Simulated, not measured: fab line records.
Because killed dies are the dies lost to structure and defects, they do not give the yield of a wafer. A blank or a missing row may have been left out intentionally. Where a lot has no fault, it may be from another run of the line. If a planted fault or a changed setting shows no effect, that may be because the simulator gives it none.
Struck lot and sound lot, side by side | flow sky130 | 15 steps out of a route of 708
Sound: the wafers L981.1, L981.3, L981.4. Struck: wafer L994.1 (left out: L994.4, L994.5 of the same lot, which were not struck); the cause appears at the end.
Per side, at each step with rows, come the tool, then ch with its chambers, and then its first start. Under that, the readings that differ: sound wafers | struck wafers | difference of the means | sigmas: that difference in standard deviations of wafers without a fault.
alike: a reading whose means differ by less than 2 such deviations, as well as words and numbers matching on both sides. not compared: withheld readings; readings where some wafer has no value; bounds like >300 that might hide an equal value; numbers whose values overlap and for which the record gives no deviation.
A row with sigmas, a row that says differs or no value, or rows on one side alone: a step with any of these is where the two part. When numbers do not overlap yet have no deviation, they are printed without sigmas and do not part them. Lack of a reading on every wafer of one side parts them only where that side has two or more wafers.

SKY_VIA4_OVL_MEAS_11:
  sound: overlay-02 at day 44 04:34; struck: overlay-01 at day 47 11:22
  alike: VIA4_OVL
then, 1 step without rows for these wafers: SKY_VIA4_ETCH_12 (etches SiO2 in C4F8/O2/Ar, stops on TiN, target depth 580 nm).
SKY_VIA4_STRIP_13: strips in O2/N2.
  sound on plasma asher-02 ch 0,1, day 44 04:40; struck on plasma asher-03 ch 0, day 47 11:28
  reading                     | sound       | struck | difference | sigmas
  drypump motor current A (A) | 5.6 5.6 5.6 | 6.5    | +0.9       | +2
  alike: oes product au, strip time to endpoint s
  not compared: rf hours counter h
then, 3 steps without rows for these wafers: SKY_VIA4_STRIP_14 (strips in post etch residue remover, time 1200 s); SKY_VIA4_CLEAN_15 (cleans in IPA, time 180 s); SKY_VIA4_CLEAN_16 (cleans in O3/DIW).
SKY_VIA4_SPUTTER_17: material TiN, target thk 20 nm, time 80 s.
  sound: pvd sputter-04 at day 44 05:16; struck: pvd sputter-01 at day 47 12:04
  alike: cathode dc power W, throttle valve pct
SKY_VIA4_CVD_18: deposits W, target thk 505 nm, time 152.14 s.
  sound on cvd w-02 ch 0,1, day 44 05:20; struck on cvd w-02 ch 1, day 47 12:08
  alike: heater power w
SKY_VIA4_RS_MEAS_19: a four-point-probe measurement.
  sound: film metro-01 at day 44 05:29; struck: film metro-01 at day 47 12:17
  alike: VIA4_W_RS
SKY_VIA4_THK_MEAS_20: measures by xrf.
  sound: film metro-01 at day 44 05:36; struck: film metro-01 at day 47 12:24
  alike: VIA4_W_THK
SKY_VIA4_CMP_21: polishes, stops on SiO2, t overpolish 25 s, target thk 0 nm.
  sound on cmp-02 ch 1,2,3, day 44 05:40; struck on cmp-01 ch 2, day 47 12:28
  alike: edge zone pressure frac, motor current A, overpolish run s, time to endpoint s
then, 1 step without rows for these wafers: SKY_METAL5_SPUTTER_00 (material Ti, target thk 15 nm, time 10 s).
SKY_METAL5_SPUTTER_01: material TiN, target thk 20 nm, time 16.7 s.
  sound: pvd sputter-02 at day 44 05:59; struck: pvd sputter-02 at day 47 12:47
  reading                                    | sound                | struck | difference | sigmas
  cathode dc power W (W)                     | 6500.2 6500.5 6500.5 | 6013.0 | -487.4     | -99 or more
  model.TiN_of_METAL5_SPUTTER_01.thk nm (nm) | 19.93 19.8 19.93     | 18.41  | -1.48      |
  alike: throttle valve pct
SKY_METAL5_SPUTTER_02: material AlCu, target thk 1150 nm, time 61.2 s.
  sound: pvd sputter-02 at day 44 06:01; struck: pvd sputter-02 at day 47 12:49
  alike: cathode dc power W, throttle valve pct
-- the record jumps here: 2 days lie between the struck wafers' starts before and after (it left off in module METAL5 and takes up again in module PAD_OPEN, whose first step shown is number 708 of the route) --
SKY_PAD_OPEN_PROBE_99:
  sound: prober-02 at day 47 02:11; struck: prober-01 at day 49 23:54
  reading         | sound | struck | difference | sigmas
  killed_at_M4_up | 5 4 5 | 1      | -4         | -2
  alike: defect limited yield, killed_at_M0_to_M3, killed at contacts, killed at front end, killed at other, killed dies, killed on rim, killed open, killed short, sort_bin_3_pad_short, sort_bin_5_function, sort_bin_6_memory, sort_bin_8_speed, sort n pass, sort yield pct

WHERE THEY PART
Last at SKY_PAD_OPEN_PROBE_99 as far as this record goes, first at SKY_VIA4_STRIP_13.

WHY: whatever the simulator had introduced
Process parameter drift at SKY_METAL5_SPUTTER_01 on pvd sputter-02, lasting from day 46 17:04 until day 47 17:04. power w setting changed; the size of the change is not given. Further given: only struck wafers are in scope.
